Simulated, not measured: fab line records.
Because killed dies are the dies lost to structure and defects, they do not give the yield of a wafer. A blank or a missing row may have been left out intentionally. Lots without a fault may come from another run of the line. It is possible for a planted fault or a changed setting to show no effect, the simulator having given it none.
Matching of chambers    flow gf180mcu    3 sister chambers for GF_CONTACT_CVD_02 on pecvd-04
The step deposits SiO2 from TEOS, target thk 860 nm, time 95.992 s. 6 wafers are shown with their chamber, then 7 later ones without.

== WAFERS WITH THEIR CHAMBER ==
wafer   chamber  heater power w (W)
L329.1  1        694
L331.1  1        643
L331.5  0        643
L331.6  2        636
L333.1  2        571
L333.2  0        631

== WAFERS WITH NO CHAMBER GIVEN ==
wafer   heater power w (W)
L333.6  675
L334.1  647
L334.4  661
L334.5  594
L336.2  671
L336.4  587
L336.5  757

== THE CHAMBER EACH PASSED THROUGH ==
wafer   from the rows above           in truth
L333.6  can't be placed: 1 or 0 or 2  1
L334.1  can't be placed: 0 or 1 or 2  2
L334.4  can't be placed: 1 or 0 or 2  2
L334.5  can't be placed: 2 or 0 or 1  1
L336.2  can't be placed: 1 or 0 or 2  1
L336.4  can't be placed: 2 or 0 or 1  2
L336.5  can't be placed: 1 or 0 or 2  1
0 of 7 placed correctly. Not placeable from these rows: 7 (in 7, the candidates include the true chamber). Number placed wrongly: 0.
How it was worked out, from the rows above alone: a wafer's distance from a chamber is the root of the sum, over the readings, of the square of ((its reading less the chamber's mean) divided by the reading's scatter). If the next closest chamber is less than 2 further off than the closest, the wafer can't be placed; otherwise it belongs to the closest. Each chamber's mean is taken over the wafers shown for it. The scatter is the square root of a quotient: the sum, over the shown wafers, of each reading's squared deviation from its chamber's mean, divided by wafers minus chambers.
